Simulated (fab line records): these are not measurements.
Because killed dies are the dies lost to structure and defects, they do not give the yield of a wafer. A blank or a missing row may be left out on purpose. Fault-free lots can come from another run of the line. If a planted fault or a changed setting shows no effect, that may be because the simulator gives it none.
fab line records	flow sky130
record: lots: 15	wafers: 44	last-day: 50
route steps=708 shown LDD_P@265 POLY_CUT@316 SD_P@330 RES_XHIGH@340 LI_CONTACT@365
lots untouched by any fault: they come from a run of this same line in which no faults occurred
start-h: hours from the record's first day to the start of the lot's first wafer shown	wait-h: how many hours have passed since the lot's step before this one	" as in the row above	L1.1+2: one row covering several wafers at once	- no value present, or no start provided	* or withheld: withheld	< > ~ a bound
route shown NAME@n: names a module that has steps shown in the file, with the first one's number in the route	usual: mean/standard deviation of fault-free wafers	same: alike in all rows	chamber/n: place in a boat	sites: readings site by site	_std_site: their standard deviation	_edge_site: mean of outer sites minus mean of inner sites	radius-mm: for every site, how far away it sits from the centre of the wafer	mask NAME#n: copy n	behind: the tool/chamber that last shaped the wafer	hold: cause of the lot's hold/its duration in hours/its outcome	device: the transistor (n, p or np) that didn't switch	end of line: tests run on the same wafers once the route is complete	a step with no rows: only its recipe	killed: not the wafer's yield, but the dies lost to structure and defects at the first sort	map: a wafer's dies, x killed, . not, _ none there
set.NAME: the run value of the setting; set.NAME@STEP: its run value at that earlier step	model.NAME: the simulator's own value behind a step, which no gauge read
one table for each step of the route and one row for each wafer, over a sample of lots
services: the hour from which a tool's chamber was out of use, counted from the record's first day as start-h (under 0 if before that day), plus the number of hours and why
== steps ==
step: SKY_LDD_P_STRIP_10
recipe: chemistry: O2/N2	power-w: 1400	pressure-mtorr: 1500	platen-temp-c: withheld	o2-flow-sccm: 3000	n2-flow-sccm: 300	overash-fraction: 0.5
usual: chamber-pressure-mTorr: 1500.0/1.5	drypump-motor-current-A: 5.7/0.52	oes-product-au: 0.716/0.0043	strip-time-to-endpoint-s: 14.16/0.043
lot.wafer	tool	chamber	start-h	wait-h	chamber-pressure-mTorr	drypump-motor-current-A	oes-product-au	rf-hours-counter-h	strip-time-to-endpoint-s
L540.1	plasma-asher-03	0	420.99	0.1	1497.1	6.2	0.724	60	14.23
L540.3	"	1	"	"	1498.9	5.8	0.709	-	14.18
L540.5	"	0	"	"	1499.7	6.2	0.724	-	14.22
L541.3	plasma-asher-03	0	437.77	0.1	1497.3	6.2	0.712	-	14.20
L541.4	"	1	"	"	1501.8	5.8	0.716	-	14.14
L541.5	"	1	"	"	1500.9	5.8	0.719	-	14.13
L542.2	plasma-asher-04	0	471.49	0.1	1504.0	6.3	0.722	35	14.22
L542.5	"	0	"	"	1500.1	6.3	0.718	-	14.20
L542.6	"	1	"	"	1499.2	4.8	0.717	-	14.20
L543.1	plasma-asher-03	1	483.09	0.1	1498.5	5.8	0.713	67	14.16
L543.3	"	0	"	"	1500.2	6.2	0.719	-	14.17
L543.5	"	1	"	"	1499.3	5.8	0.720	-	14.16
L544.3	plasma-asher-03	0	503.57	0.1	1497.6	6.2	0.718	-	14.19
L544.4	"	1	"	"	1497.6	5.8	0.710	-	14.20
L544.6	"	1	"	"	1502.0	5.8	0.720	-	14.18
L547.1	plasma-asher-03	0	505.88	0.1	1499.5	6.2	0.710	69	14.16
L547.4	"	0	"	"	1500.2	6.2	0.721	-	14.17
L547.6	"	1	"	"	1500.3	5.8	0.719	-	14.19
L546.1	plasma-asher-02	0	507.78	0.1	1500.5	5.2	0.716	83	14.23
L546.2	"	1	"	"	1497.7	5.9	0.717	83	14.19
L546.6	"	0	"	"	1500.2	5.1	0.715	-	14.17
L549.1	plasma-asher-03	1	512.33	0.1	1500.5	5.8	0.709	70	14.14
L549.2	"	0	"	"	1501.2	6.2	0.717	70	14.09
L549.6	"	0	"	"	1501.2	6.2	0.714	-	14.17
L552.2	plasma-asher-03	1	545.35	0.1	1500.0	5.8	0.710	73	14.09
L552.3	"	0	"	"	1500.7	6.2	0.712	-	14.12
L552.6	"	1	"	"	1500.7	5.8	0.715	-	14.09
L553.1	plasma-asher-02	1	551.60	0.1	1500.3	5.9	0.718	88	14.25
L553.5	"	1	"	"	1500.5	5.9	0.710	-	14.24
L553.6	"	0	"	"	1502.1	5.1	0.719	-	14.24
L555.1	plasma-asher-02	1	564.59	0.1	1498.7	5.9	0.723	90	14.23
L555.3	"	1	"	"	1502.4	5.8	0.719	-	14.15
L555.6	"	1	"	"	1496.7	5.9	0.711	-	14.16
L557.4	plasma-asher-04	1	580.32	0.1	1498.4	4.8	0.718	-	14.18
L557.5	"	1	"	"	1499.1	4.8	0.714	-	14.11
L560.1	plasma-asher-04	0	619.90	0.1	1498.1	6.3	0.721	47	14.13
L560.4	"	1	"	"	1497.1	4.8	0.721	-	14.15
L560.6	"	0	"	"	1498.4	6.3	0.717	-	14.16
L562.3	plasma-asher-02	0	624.09	0.1	1500.6	5.1	0.719	-	14.15
L562.4	"	1	"	"	1499.7	5.8	0.716	-	14.16
L562.5	"	0	"	"	1496.9	5.1	0.717	-	14.17
L563.2	plasma-asher-03	0	641.15	0.1	1498.7	6.2	0.708	84	14.17
L563.3	"	0	"	"	1502.2	6.2	0.722	-	14.21
L563.5	"	0	"	"	1500.6	6.2	0.722	-	14.19
step: SKY_POLY_CUT_OVL_MEAS_09
usual: POLY_CUT_OVL: -2/4.8
lot.wafer	tool	chamber	start-h	wait-h	POLY_CUT_OVL[nm]
L540.1	overlay-01	-	545.52	0.1	-1
L540.3	"	-	"	"	-3
L540.5	"	-	"	"	0
L541.3	overlay-02	-	576.77	0.1	-4
L541.4	"	-	"	"	-1
L541.5	"	-	"	"	1
L542.2	overlay-02	-	595.77	0.1	-11
L542.5	"	-	"	"	-8
L542.6	"	-	"	"	-11
L543.1	overlay-02	-	605.80	0.1	-5
L543.3	"	-	"	"	-7
L543.5	"	-	"	"	-8
L544.3	overlay-02	-	626.17	0.1	-2
L544.4	"	-	"	"	-5
L544.6	"	-	"	"	-4
L547.1	overlay-02	-	629.05	0.1	-1
L547.4	"	-	"	"	-3
L547.6	"	-	"	"	-5
L546.1	overlay-02	-	629.25	0.1	-5
L546.2	"	-	"	"	-4
L546.6	"	-	"	"	-4
L549.1	overlay-01	-	632.60	0.1	3
L549.2	"	-	"	"	-1
L549.6	"	-	"	"	-2
L552.2	overlay-01	-	663.37	0.1	6
L552.3	"	-	"	"	3
L552.6	"	-	"	"	2
L553.1	overlay-01	-	671.65	0.1	1
L553.5	"	-	"	"	-6
L553.6	"	-	"	"	-4
L555.1	overlay-02	-	683.82	0.1	-7
L555.3	"	-	"	"	4
L555.6	"	-	"	"	-6
L557.4	overlay-02	-	699.38	0.1	3
L557.5	"	-	"	"	10
L560.1	overlay-02	-	735.80	0.1	-1
L560.4	"	-	"	"	0
L560.6	"	-	"	"	-7
L562.3	overlay-02	-	737.77	0.1	-5
L562.4	"	-	"	"	-2
L562.5	"	-	"	"	-13
L563.2	overlay-01	-	753.81	0.1	-1
L563.3	"	-	"	"	-8
L563.5	"	-	"	"	-2
step: SKY_SD_P_STRIP_10
recipe: chemistry: O2/N2	power-w: 1400	pressure-mtorr: 1500	platen-temp-c: withheld	o2-flow-sccm: 3000	n2-flow-sccm: 300	overash-fraction: 0.5
usual: chamber-pressure-mTorr: 1500.0/1.3	drypump-motor-current-A: 5.6/0.49	oes-product-au: 0.619/0.0044	strip-time-to-endpoint-s: 17.43/0.039
lot.wafer	tool	chamber	start-h	wait-h	chamber-pressure-mTorr	drypump-motor-current-A	oes-product-au	rf-hours-counter-h	strip-time-to-endpoint-s
L540.1	plasma-asher-01	1	575.39	0.1	1498.2	5.9	0.619	14	17.43
L540.3	"	1	"	"	1500.9	5.9	0.618	-	17.43
L540.5	"	0	"	"	1499.3	5.6	0.620	-	17.42
L541.3	plasma-asher-01	1	607.34	0.1	1498.9	5.9	0.618	-	17.38
L541.4	"	0	"	"	1500.4	5.6	0.627	-	17.40
L541.5	"	1	"	"	1500.8	5.9	0.619	-	17.44
L542.2	plasma-asher-04	0	625.39	0.1	1501.7	6.3	0.618	48	17.33
L542.5	"	1	"	"	1499.5	4.8	0.618	-	17.40
L542.6	"	0	"	"	1500.9	6.3	0.615	-	17.39
L543.1	plasma-asher-04	1	634.85	0.1	1498.7	4.8	0.616	48	17.44
L543.3	"	0	"	"	1497.2	6.3	0.619	-	17.43
L543.5	"	1	"	"	1500.2	4.8	0.617	-	17.41
L544.3	plasma-asher-02	0	655.29	0.1	1499.4	5.1	0.608	-	17.46
L544.4	"	1	"	"	1499.8	5.9	0.619	-	17.45
L544.6	"	1	"	"	1499.1	5.9	0.622	-	17.44
L547.1	plasma-asher-02	0	657.35	0.1	1500.6	5.1	0.621	98	17.49
L547.4	"	1	"	"	1501.5	5.9	0.612	-	17.41
L547.6	"	0	"	"	1499.2	5.1	0.614	-	17.49
L546.1	plasma-asher-02	1	658.09	0.1	1498.3	5.9	0.624	98	17.36
L546.2	"	0	"	"	1500.7	5.1	0.619	98	17.31
L546.6	"	1	"	"	1498.9	5.8	0.616	-	17.31
L549.1	plasma-asher-02	0	660.85	0.1	1499.3	5.2	0.609	98	17.38
L549.2	"	1	"	"	1497.2	5.9	0.610	98	17.39
L549.6	"	1	"	"	1500.8	5.8	0.612	-	17.36
L552.2	plasma-asher-02	1	691.54	0.1	1501.2	5.9	0.620	101	17.45
L552.3	"	0	"	"	1500.4	5.1	0.620	-	17.46
L552.6	"	0	"	"	1502.5	5.1	0.616	-	17.44
L553.1	plasma-asher-01	1	700.50	0.1	1500.2	5.8	0.618	27	17.40
L553.5	"	0	"	"	1498.2	5.6	0.618	-	17.45
L553.6	"	1	"	"	1499.3	5.8	0.611	-	17.39
L555.1	plasma-asher-01	1	711.85	0.1	1501.7	5.8	0.626	28	17.40
L555.3	"	1	"	"	1497.8	5.9	0.617	-	17.47
L555.6	"	1	"	"	1498.9	5.8	0.620	-	17.40
L557.4	plasma-asher-02	1	728.02	0.1	1501.0	5.9	0.613	-	17.46
L557.5	"	0	"	"	1498.7	5.1	0.617	-	17.41
L560.1	plasma-asher-02	1	763.50	0.1	-	-	-	-	-
L560.4	"	1	"	"	-	-	-	-	-
L560.6	"	1	"	"	-	-	-	-	-
L562.3	plasma-asher-04	1	764.97	0.1	-	-	-	-	-
L562.4	"	0	"	"	-	-	-	-	-
L562.5	"	0	"	"	-	-	-	-	-
L563.2	plasma-asher-01	1	780.80	0.1	-	-	-	-	-
L563.3	"	1	"	"	-	-	-	-	-
L563.5	"	1	"	"	-	-	-	-	-
step: SKY_RES_XHIGH_STRIP_08
recipe: chemistry: O2/N2	power-w: 1400	pressure-mtorr: 1500	platen-temp-c: withheld	o2-flow-sccm: 3000	n2-flow-sccm: 300	overash-fraction: 0.5
usual: chamber-pressure-mTorr: 1499.9/1.5	drypump-motor-current-A: 5.8/0.44	oes-product-au: 0.710/0.0043	strip-time-to-endpoint-s: 14.28/0.05
lot.wafer	tool	chamber	start-h	wait-h	chamber-pressure-mTorr	drypump-motor-current-A	oes-product-au	rf-hours-counter-h	strip-time-to-endpoint-s
L540.1	plasma-asher-01	1	605.48	0.1	1502.7	5.9	0.711	17	14.27
L540.3	"	1	"	"	1500.8	5.9	0.709	-	14.28
L540.5	"	1	"	"	1499.2	5.9	0.706	-	14.29
L541.3	plasma-asher-01	1	637.17	0.1	1500.6	5.9	0.712	-	14.23
L541.4	"	0	"	"	1500.4	5.6	0.714	-	14.23
L541.5	"	0	"	"	1500.3	5.6	0.715	-	14.24
L542.2	plasma-asher-03	1	654.73	0.1	1500.6	5.8	0.716	85	14.26
L542.5	"	1	"	"	1497.5	5.8	0.707	-	14.31
L542.6	"	0	"	"	1502.1	6.2	0.705	-	14.29
L543.1	plasma-asher-04	1	663.43	0.1	1499.9	4.8	0.706	51	14.26
L543.3	"	0	"	"	1500.9	6.3	0.710	-	14.27
L543.5	"	0	"	"	1502.0	6.3	0.712	-	14.28
L544.3	plasma-asher-01	0	683.01	0.1	1498.8	5.6	0.711	-	14.28
L544.4	"	1	"	"	1498.1	5.9	0.704	-	14.25
L544.6	"	1	"	"	1499.0	5.9	0.705	-	14.30
L547.1	plasma-asher-03	1	686.14	0.1	1501.9	5.8	0.710	88	14.19
L547.4	"	1	"	"	1499.2	5.8	0.708	-	14.20
L547.6	"	0	"	"	1499.2	6.2	0.706	-	14.19
L546.1	plasma-asher-01	1	686.93	0.1	1501.0	5.9	0.714	26	14.35
L546.2	"	0	"	"	1500.0	5.6	0.713	26	14.33
L546.6	"	0	"	"	1500.6	5.6	0.713	-	14.27
L549.1	plasma-asher-01	0	689.43	0.1	1499.1	5.6	0.714	26	14.29
L549.2	"	1	"	"	1500.6	5.9	0.712	26	14.31
L549.6	"	0	"	"	1500.8	5.6	0.705	-	14.26
L552.2	plasma-asher-04	1	718.88	0.1	1502.1	4.8	0.709	57	14.19
L552.3	"	0	"	"	1499.0	6.3	0.705	-	14.23
L552.6	"	1	"	"	1499.8	4.8	0.721	-	14.23
L553.1	plasma-asher-03	0	728.73	0.1	1499.0	6.2	0.712	92	14.29
L553.5	"	1	"	"	1494.6	5.8	0.710	-	14.20
L553.6	"	0	"	"	1499.0	6.2	0.713	-	14.26
L555.1	plasma-asher-01	1	739.38	0.1	1499.4	5.9	0.714	31	14.25
L555.3	"	0	"	"	1499.8	5.6	0.713	-	14.24
L555.6	"	1	"	"	1498.7	5.9	0.713	-	14.21
L557.4	plasma-asher-01	0	755.27	0.1	1501.3	5.6	0.705	-	14.32
L557.5	"	1	"	"	1500.1	5.8	0.709	-	14.29
L560.1	plasma-asher-03	0	790.64	0.1	1500.6	6.2	0.724	98	31.41
L560.4	"	1	"	"	1499.4	5.8	0.716	-	31.42
L560.6	"	1	"	"	1499.5	5.8	0.717	-	31.39
L562.3	plasma-asher-01	1	791.67	0.1	1500.8	5.9	0.717	-	31.44
L562.4	"	0	"	"	1501.1	5.6	0.722	-	31.44
L562.5	"	0	"	"	1501.7	5.6	0.719	-	31.34
L563.2	plasma-asher-03	1	807.19	0.1	1499.8	5.8	0.713	100	31.35
L563.3	"	1	"	"	1496.1	5.8	0.725	-	31.33
L563.5	"	0	"	"	1501.1	6.2	0.720	-	31.32
step: SKY_RES_XHIGH_TW_MEAS_09
usual: RES_XHIGH_TW: 1649/13
lot.wafer	tool	chamber	start-h	wait-h	RES_XHIGH_TW
L540.1	film-metro-02	-	605.58	0.1	1637
L540.3	"	-	"	"	1624
L540.5	"	-	"	"	1635
L541.3	film-metro-01	-	637.26	0.1	1672
L541.4	"	-	"	"	1669
L541.5	"	-	"	"	1668
L542.2	film-metro-01	-	654.84	0.1	1661
L542.5	"	-	"	"	1661
L542.6	"	-	"	"	1668
L543.1	film-metro-03	-	663.53	0.1	1647
L543.3	"	-	"	"	1647
L543.5	"	-	"	"	1653
L544.3	film-metro-03	-	683.10	0.1	1632
L544.4	"	-	"	"	1640
L544.6	"	-	"	"	1641
L547.1	film-metro-01	-	686.24	0.1	1673
L547.4	"	-	"	"	1672
L547.6	"	-	"	"	1671
L546.1	film-metro-03	-	687.03	0.1	1635
L546.2	"	-	"	"	1645
L546.6	"	-	"	"	1637
L549.1	film-metro-01	-	689.53	0.1	1675
L549.2	"	-	"	"	1676
L549.6	"	-	"	"	1675
L552.2	film-metro-03	-	718.99	0.1	1644
L552.3	"	-	"	"	1648
L552.6	"	-	"	"	1635
L553.1	film-metro-01	-	728.83	0.1	1655
L553.5	"	-	"	"	1663
L553.6	"	-	"	"	1661
L555.1	film-metro-03	-	739.48	0.1	1638
L555.3	"	-	"	"	1634
L555.6	"	-	"	"	1642
L557.4	film-metro-02	-	755.36	0.1	1644
L557.5	"	-	"	"	1637
L560.1	film-metro-02	-	790.74	0.1	30
L560.4	"	-	"	"	30
L560.6	"	-	"	"	30
L562.3	film-metro-01	-	791.76	0.1	30
L562.4	"	-	"	"	30
L562.5	"	-	"	"	30
L563.2	film-metro-03	-	807.30	0.1	30
L563.3	"	-	"	"	30
L563.5	"	-	"	"	30
step: SKY_LI_CONTACT_BOW_MEAS_03
recipe: mode: bow
usual: LI_CONTACT_BOW: 53/6.4
lot.wafer	tool	chamber	start-h	wait-h	LI_CONTACT_BOW[um]
L540.1	film-metro-01	-	636.32	0.2	51
L540.3	"	-	"	"	57
L540.5	"	-	"	"	50
L541.3	film-metro-03	-	667.86	0.1	55
L541.4	"	-	"	"	72
L541.5	"	-	"	"	60
L542.2	film-metro-02	-	684.45	0.1	60
L542.5	"	-	"	"	51
L542.6	"	-	"	"	60
L543.1	film-metro-02	-	693.12	0.2	51
L543.3	"	-	"	"	57
L543.5	"	-	"	"	70
L544.3	film-metro-01	-	712.51	0.3	55
L544.4	"	-	"	"	61
L544.6	"	-	"	"	48
L547.1	film-metro-02	-	715.12	0.2	48
L547.4	"	-	"	"	39
L547.6	"	-	"	"	49
L546.1	film-metro-03	-	716.67	0.2	45
L546.2	"	-	"	"	51
L546.6	"	-	"	"	45
L549.1	film-metro-01	-	718.53	0.1	58
L549.2	"	-	"	"	47
L549.6	"	-	"	"	56
L552.2	film-metro-01	-	746.68	0.2	43
L552.3	"	-	"	"	53
L552.6	"	-	"	"	53
L553.1	film-metro-03	-	757.37	0.1	49
L553.5	"	-	"	"	46
L553.6	"	-	"	"	59
L555.1	film-metro-01	-	767.97	0.1	49
L555.3	"	-	"	"	62
L555.6	"	-	"	"	56
L557.4	film-metro-03	-	782.83	0.3	51
L557.5	"	-	"	"	60
L560.1	film-metro-01	-	819.06	0.1	54
L560.4	"	-	"	"	61
L560.6	"	-	"	"	56
L562.3	film-metro-02	-	820.28	0.3	57
L562.4	"	-	"	"	55
L562.5	"	-	"	"	56
L563.2	film-metro-01	-	834.90	0.1	49
L563.3	"	-	"	"	53
L563.5	"	-	"	"	64
== services ==
tool	chamber	start-h	hours	kind
plasma-asher-03	-	417.98	2.8	pm
plasma-asher-01	-	421.25	9.0	pm
plasma-asher-01	0	421.25	9.0	vent-cycle
plasma-asher-01	1	421.25	9.0	vent-cycle
plasma-asher-01	0	430.25	-	clean
plasma-asher-01	1	430.25	-	clean
plasma-asher-04	-	437.83	0.3	repair
plasma-asher-01	-	450.24	2.9	repair
plasma-asher-02	-	471.75	1.2	repair
plasma-asher-04	-	516.22	2.9	repair
plasma-asher-04	-	524.77	28.1	pm
plasma-asher-01	-	551.75	12.5	repair
plasma-asher-02	-	611.65	2.8	pm
plasma-asher-02	-	616.86	4.6	repair
plasma-asher-04	-	620.58	3.2	repair
plasma-asher-01	-	673.62	3.8	repair
plasma-asher-02	-	733.75	9.0	pm
plasma-asher-02	0	733.75	9.0	vent-cycle
plasma-asher-02	1	733.75	9.0	vent-cycle
plasma-asher-03	-	739.03	3.2	repair
plasma-asher-02	0	742.75	-	clean
plasma-asher-02	1	742.75	-	clean
plasma-asher-04	-	790.65	12.4	repair
== key ==
first-sign: step: SKY_SD_P_STRIP_10	reading: tool-record	direction: missing
effect: step: SKY_RES_XHIGH_STRIP_08	reading: strip-time-to-endpoint-s	direction: up	sigmas: 99+	usual: *	struck: *
effect: step: SKY_RES_XHIGH_TW_MEAS_09	reading: RES_XHIGH_TW	direction: down	sigmas: 99+	usual: 1649	struck: 30
met-at SKY_SD_P_STRIP_10
struck-lots L560,L562,L563
sort-left-out L560.1,L560.4,L560.6,L562.3,L562.4,L562.5,L563.2,L563.3,L563.5
tester-left-out L560,L562,L563
not-acting-at SKY_LDD_P_STRIP_10,SKY_POLY_CUT_OVL_MEAS_09,SKY_LI_CONTACT_BOW_MEAS_03
onset-between 728.02 763.50
fault: kind: skipped-step-whole	tool: plasma-asher-01,plasma-asher-02,plasma-asher-04	chamber: -	onset-h: 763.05	steps: SKY_SD_P_STRIP_10	scope: struck-lots-only
tester-left-out: of these lots the tester's yield and bins aren't shown, on N5 and GAA mostly nor the transistor test; their killed dies are dies lost to structure and defects alone, not to doping, threshold or leakage, so they don't give the yield
sort-left-out: the simulated sort isn't trusted on such a fault, so these wafers' sort isn't shown, and their yield isn't known
